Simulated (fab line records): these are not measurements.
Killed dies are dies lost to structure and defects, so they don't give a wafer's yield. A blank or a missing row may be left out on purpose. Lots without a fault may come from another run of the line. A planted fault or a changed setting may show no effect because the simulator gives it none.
fab line records -- flow sky130
record: lots: 6, wafers: 18, lastDay: 50
route steps=708 shown LDD_HVN@270 LDD_HVP@278
lots untouched by any fault: they come from a run of this same line in which no faults occurred
startH: start of the lot's first displayed wafer, in hours after the record's first day -- waitH: time in hours since the lot's previous step -- " same as the row above -- L1.1+2: several wafers, shown together as one row -- - either no value or no given start -- * or withheld: withheld -- < > ~ a bound
route shown NAME@n: NAME is a module with steps in the file, n the number in the route of the first one -- usual: mean/standard deviation taken from wafers without a fault -- same: alike in all rows -- chamber/n: place in a boat -- sites: per-site readings -- _std_site: standard deviation across them -- _edge_site: mean of outer sites minus mean of inner sites -- radiusMm: for every site, how far away it sits from the centre of the wafer -- mask NAME#n: copy n -- behind: tool/chamber where the wafer was last shaped -- hold: reason for holding the lot/hours on hold/outcome of the hold -- device: the n, p or np transistor that did not switch -- end of line: the same wafers' tests at the end of the route -- where a step has no rows: the recipe by itself -- killed: dies that structure and defects cost at the first sort, which is not the same as the wafer's yield -- map: dies across one wafer; x = killed, . = not, _ = none there
set.NAME: the setting as run; set.NAME@STEP: as run at that earlier step -- model.NAME: the simulator's own value behind a step, which no gauge read
lots seen at some steps along the route; tables by step, rows by wafer
services: from which hour (startH, from the record's first day; less than 0 if before it) a tool's chamber was out of use, for how many hours, and why
== steps ==
step: SKY_LDD_HVN_SOFTBAKE_03
recipe: tempC: 90, timeS: 60, resist: NOVOLAK
step: SKY_LDD_HVN_EXPOSE_04
recipe: maskId: HVNTM, na: 0.6, sourceShape: conventional, sigmaOuter: 0.6, polarization: unpolarized, targetCdNm: 700, doseMj: 127
step: SKY_LDD_HVN_PEB_05
recipe: tempC: withheld, timeS: *, resist: NOVOLAK
step: SKY_LDD_HVN_DEVELOP_06
recipe: resist: NOVOLAK, developer: TMAH, developTimeS: 60, devTempC: 23
step: SKY_LDD_HVN_OVL_MEAS_07
usual: LDD_HVN_OVL: 0.4/1.5
lot.wafer,tool,chamber,startH,waitH,LDD_HVN_OVL[nm]
L876.1,overlay-02,-,491.54,0.1,2.8
L876.2,overlay-02,-,491.54,0.1,0.6
L876.6,overlay-02,-,491.54,0.1,1.6
L879.1,overlay-02,-,516.58,0.1,0.2
L879.2,overlay-02,-,516.58,0.1,-1.6
L879.5,overlay-02,-,516.58,0.1,-1.4
L883.1,overlay-02,-,542.18,0.1,-0.8
L883.4,overlay-02,-,542.18,0.1,-1.1
L883.6,overlay-02,-,542.18,0.1,-0.6
L891.1,overlay-02,-,605.93,0.1,3.2
L891.2,overlay-02,-,605.93,0.1,3.2
L891.4,overlay-02,-,605.93,0.1,1.2
L892.2,overlay-02,-,619.58,0.1,0.8
L892.3,overlay-02,-,619.58,0.1,0.6
L892.6,overlay-02,-,619.58,0.1,1.8
L896.2,overlay-01,-,644.68,0.1,-2.1
L896.3,overlay-01,-,644.68,0.1,-0.4
L896.5,overlay-01,-,644.68,0.1,0.1
step: SKY_LDD_HVN_IMPLANT_08
recipe: species: P, energyKev: 60, doseCm2: 3e+13, tiltDeg: 40
step: SKY_LDD_HVN_STRIP_09
recipe: chemistry: O2/N2, powerW: 1400, pressureMtorr: 1500, platenTempC: withheld, o2FlowSccm: 3000, n2FlowSccm: 300, overashFraction: 0.5
usual: drypumpMotorCurrentA: 5.92/0.28, oesProductAu: 0.408/0.0049, stripTimeToEndpointS: 4.124/0.014
lot.wafer,tool,chamber,startH,waitH,drypumpMotorCurrentA,oesProductAu,rfHoursCounterH,stripTimeToEndpointS
L876.1,plasmaAsher-02,1,491.72,0.1,6.26,0.412,83,4.147
L876.2,plasmaAsher-02,0,491.72,0.1,6.00,0.404,83,4.123
L876.6,plasmaAsher-02,1,491.72,0.1,6.22,0.418,-,4.108
L879.1,plasmaAsher-03,0,516.76,0.1,6.15,0.407,8,4.129
L879.2,plasmaAsher-03,1,516.76,0.1,5.52,0.412,8,4.115
L879.5,plasmaAsher-03,1,516.76,0.1,5.54,0.403,-,4.121
L883.1,plasmaAsher-04,1,542.36,0.1,5.65,0.411,43,4.117
L883.4,plasmaAsher-04,0,542.36,0.1,6.09,0.408,-,4.126
L883.6,plasmaAsher-04,0,542.36,0.1,6.10,0.407,-,4.127
L891.1,plasmaAsher-03,1,606.11,0.1,5.51,0.415,18,4.144
L891.2,plasmaAsher-03,0,606.11,0.1,6.15,0.412,18,4.122
L891.4,plasmaAsher-03,0,606.11,0.1,6.17,0.409,-,4.143
L892.2,plasmaAsher-04,1,619.76,0.1,5.65,0.415,50,4.115
L892.3,plasmaAsher-04,1,619.76,0.1,5.66,0.405,-,4.116
L892.6,plasmaAsher-04,0,619.76,0.1,6.11,0.410,-,4.118
L896.2,plasmaAsher-02,1,644.86,0.1,6.26,0.400,97,4.144
L896.3,plasmaAsher-02,0,644.86,0.1,6.02,0.403,-,4.130
L896.5,plasmaAsher-02,0,644.86,0.1,6.01,0.412,-,4.136
step: SKY_LDD_HVN_TW_MEAS_10
usual: LDD_HVN_TW: 1439/15
lot.wafer,tool,chamber,startH,waitH,LDD_HVN_TW
L876.1,filmMetro-03,-,491.82,0.1,1455
L876.2,filmMetro-03,-,491.82,0.1,1453
L876.6,filmMetro-03,-,491.82,0.1,1459
L879.1,filmMetro-02,-,516.86,0.1,1417
L879.2,filmMetro-02,-,516.86,0.1,1431
L879.5,filmMetro-02,-,516.86,0.1,1426
L883.1,filmMetro-03,-,542.46,0.1,1455
L883.4,filmMetro-03,-,542.46,0.1,1452
L883.6,filmMetro-03,-,542.46,0.1,1460
L891.1,filmMetro-04,-,606.21,0.1,1444
L891.2,filmMetro-04,-,606.21,0.1,1451
L891.4,filmMetro-04,-,606.21,0.1,1450
L892.2,filmMetro-04,-,619.87,0.1,1460
L892.3,filmMetro-04,-,619.87,0.1,1454
L892.6,filmMetro-04,-,619.87,0.1,1454
L896.2,filmMetro-04,-,644.97,0.1,1448
L896.3,filmMetro-04,-,644.97,0.1,1452
L896.5,filmMetro-04,-,644.97,0.1,1455
step: SKY_LDD_HVP_DEHYDRATE_00
recipe: tempC: 200, timeS: 60
step: SKY_LDD_HVP_HMDS_01
recipe: primeTimeS: 60, primeTempC: 120
step: SKY_LDD_HVP_COAT_02
recipe: resist: NOVOLAK, spinRpm: 3000, resistThkNm: 300
step: SKY_LDD_HVP_SOFTBAKE_03
recipe: tempC: 90, timeS: 60, resist: NOVOLAK
step: SKY_LDD_HVP_EXPOSE_04
recipe: maskId: HVPTM, na: 0.6, sourceShape: conventional, sigmaOuter: 0.6, polarization: unpolarized, targetCdNm: 700, doseMj: 86
usual: exposureDoseMJCm2: 85.98/0.097, focusOffsetNm: 0.0/0.48
lot.wafer,tool,chamber,startH,waitH,mask,exposureDoseMJCm2,focusOffsetNm
L876.1,ilineStepper-02,0,506.73,-,HVPTM#0,86.00,1.0
L876.2,ilineStepper-02,0,506.73,-,HVPTM#0,86.10,-0.1
L876.6,ilineStepper-02,0,506.73,-,HVPTM#0,85.94,0.2
L879.1,ilineStepper-02,0,531.63,-,HVPTM#0,86.02,-0.3
L879.2,ilineStepper-02,0,531.63,-,HVPTM#0,85.95,0.5
L879.5,ilineStepper-02,0,531.63,-,HVPTM#0,85.93,0.4
L883.1,ilineStepper-02,0,557.73,-,HVPTM#0,86.06,-1.4
L883.4,ilineStepper-02,0,557.73,-,HVPTM#0,85.94,-0.2
L883.6,ilineStepper-02,0,557.73,-,HVPTM#0,86.00,-0.8
L891.1,ilineStepper-01,-,620.94,-,HVPTM#0,-,-
L891.2,ilineStepper-01,-,620.94,-,HVPTM#0,-,-
L891.4,ilineStepper-01,-,620.94,-,HVPTM#0,-,-
L892.2,ilineStepper-02,-,634.25,-,HVPTM#0,-,-
L892.3,ilineStepper-02,-,634.25,-,HVPTM#0,-,-
L892.6,ilineStepper-02,-,634.25,-,HVPTM#0,-,-
L896.2,ilineStepper-01,0,659.66,-,HVPTM#0,85.87,0.1
L896.3,ilineStepper-01,0,659.66,-,HVPTM#0,85.86,0.8
L896.5,ilineStepper-01,0,659.66,-,HVPTM#0,85.68,0.4
step: SKY_LDD_HVP_PEB_05
recipe: tempC: withheld, timeS: *, resist: NOVOLAK
== services ==
tool,chamber,startH,hours,kind
ilineStepper-02,-,500.00,2.1,pm
ilineStepper-02,-,502.08,-,consumableReplace:lamp
plasmaAsher-02,-,506.91,13.5,repair
plasmaAsher-03,-,510.19,4.3,repair
ilineStepper-01,-,542.93,19.4,repair
ilineStepper-01,0,554.09,-,calibration
ilineStepper-01,-,562.36,1.7,pm
plasmaAsher-04,-,574.13,7.3,pm
plasmaAsher-02,-,583.73,2.8,pm
ilineStepper-02,0,631.72,-,calibration
ilineStepper-02,-,654.34,1.7,pm
== key ==
firstSign: step: SKY_LDD_HVP_EXPOSE_04, reading: toolRecord, direction: missing
effect none on later readings
metAt SKY_LDD_HVP_EXPOSE_04
struckWafers L891.1,L891.2,L891.4,L892.2,L892.3,L892.6
sortLeftOut L891.1,L891.2,L891.4,L892.2,L892.3,L892.6
testerLeftOut L891,L892
onsetBetween 557.73 620.94
fault: kind: skippedStepWhole, tool: ilineStepper-01,ilineStepper-02, chamber: -, onsetH: 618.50, steps: SKY_LDD_HVP_EXPOSE_04, scope: struckLotsOnly
testerLeftOut: of these lots the tester's yield and bins aren't shown, on N5 and GAA mostly nor the transistor test; their killed dies are dies lost to structure and defects alone, not to doping, threshold or leakage, so they don't give the yield
sortLeftOut: the simulated sort isn't trusted on such a fault, so these wafers' sort isn't shown, and their yield isn't known
